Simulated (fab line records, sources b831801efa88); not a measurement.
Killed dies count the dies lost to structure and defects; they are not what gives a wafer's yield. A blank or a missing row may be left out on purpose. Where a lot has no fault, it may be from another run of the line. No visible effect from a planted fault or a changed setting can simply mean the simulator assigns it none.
8D (eight disciplines) problem report, filled in by code    flow sky130    the parts of the form that need people (team, actions taken, sign-off) are left out

## 1. THE ISSUE
Mean of runLengthS at SKY_CAPM_METAL_ETCH_13: 78.86 s across 2 wafers in 2 lots; on wafers with no fault it is 91.36 s (standard deviation 0.3). Measured from the usual mean, that is -42 standard deviations.
The step: etches TiN in Cl2/BCl3, stops on SiO2, target depth 220 nm, time 62.9 s.
First seen on wafer L588.5, day 41 17:12, on rieMetal-04. The record has a number at this step for 39 wafers belonging to 13 lots. By rule, "out" or "out of limits" means more than 4 standard deviations away from the usual mean. All remaining wafers that have a number are taken as sound.

## 2. WHAT IT IS, AND WHAT IT ISN'T
question                     is                                          is not
which readings at this step  runLengthS, oesProductAu, throttleValvePct  drypumpMotorCurrentA
which lots                   L588, L589                                  L574, L576, L577, L578, L579, L580, L582, L583, L584, L587, L590
which wafers of those lots   L588.5, L589.4                              L588.1, L588.6, L589.2, L589.6
read on which tools          rieMetal-04                                 rieMetal-01, rieMetal-03
when                         from day 41 17:12                           up to then (32 sound wafers); but 5 sound wafers of L589, L590 came after

## 3. WHAT RULES OUT EACH SUSPECT
Counting: a tool at a process step up to the reading stays a suspect if it ran every lot that is out. Sound lots after the first of them don't rule it out here, since some wafers of a struck lot are sound.
- rieMetal-04 at SKY_CAPM_METAL_ETCH_13 (etches TiN in Cl2/BCl3, stops on SiO2, target depth 220 nm, time 62.9 s): kept. Ran every lot that is out, first one L588 (day 41 17:12); last sound lot up to then L587 (day 41 10:59). Its own oesProductAu, runLengthS, throttleValvePct readings are out on those wafers.
- Within rieMetal-04 at SKY_CAPM_METAL_ETCH_13: the wafers that are out ran in chamber 0; their sound lot-mates ran in chamber 1.
The count leaves rieMetal-04 at SKY_CAPM_METAL_ETCH_13.

## 4. THE CAUSE (what the simulator had put in)
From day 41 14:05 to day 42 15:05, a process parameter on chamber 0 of rieMetal-04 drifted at SKY_CAPM_METAL_ETCH_13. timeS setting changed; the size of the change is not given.
After counting, this tool was the only one left.

## 5. THE CHAIN OF EFFECTS, in route order
Each row: a reading where the mean over the struck wafers with a number is more than 3 standard deviations away from the usual. Readings are gone through only where the record gives a usual standard deviation; hours: the median, over the lots, of the time from a lot's start at the first step in this table giving one to that lot's start at this step; sigmas: the change measured in usual standard deviations.
hours  step                    reading               usual       on struck wafers  change  sigmas
0      SKY_CAPM_METAL_ETCH_13  oesProductAu          0.943 a.u.  1.006             +0.064  +9.3
0      SKY_CAPM_METAL_ETCH_13  runLengthS            91.36 s     78.86             -12.50  -42
0      SKY_CAPM_METAL_ETCH_13  throttleValvePct      21.901 %    21.858            -0.043  -4.5
0      SKY_CAPM_STRIP_14       stripTimeToEndpointS  12.66 s     12.93             +0.27   +5.9
178    SKY_PAD_OPEN_PROBE_99   defectLimitedYield    82.8 %      0.0               -82.8   -41
178    SKY_PAD_OPEN_PROBE_99   killedAtOther         0.3         417.0             +416.7  +99 or more
178    SKY_PAD_OPEN_PROBE_99   killedDies            85          492               +407    +41
178    SKY_PAD_OPEN_PROBE_99   killedOnRim           17          96                +79     +20
178    SKY_PAD_OPEN_PROBE_99   sort_bin_3_pad_short  0.9 %       85.7              +84.8   +99 or more
178    SKY_PAD_OPEN_PROBE_99   sortNPass             407         0                 -407    -41
178    SKY_PAD_OPEN_PROBE_99   sortYieldPct          82.8 %      0.0               -82.8   -41
The process steps in it:
- SKY_CAPM_METAL_ETCH_13: etches TiN in Cl2/BCl3, stops on SiO2, target depth 220 nm, time 62.9 s.
- SKY_CAPM_STRIP_14: strips in O2/N2.
- SKY_PAD_OPEN_PROBE_99
Readings that are blank on the struck wafers while sound wafers have them: rfFwdPowerW at SKY_CAPM_METAL_ETCH_13.

## 6. HOW IT WOULD HAVE BEEN CAUGHT EARLIER
The fault began at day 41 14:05; the first out-of-limits reading in this record came at day 41 17:12, 3 hours later.
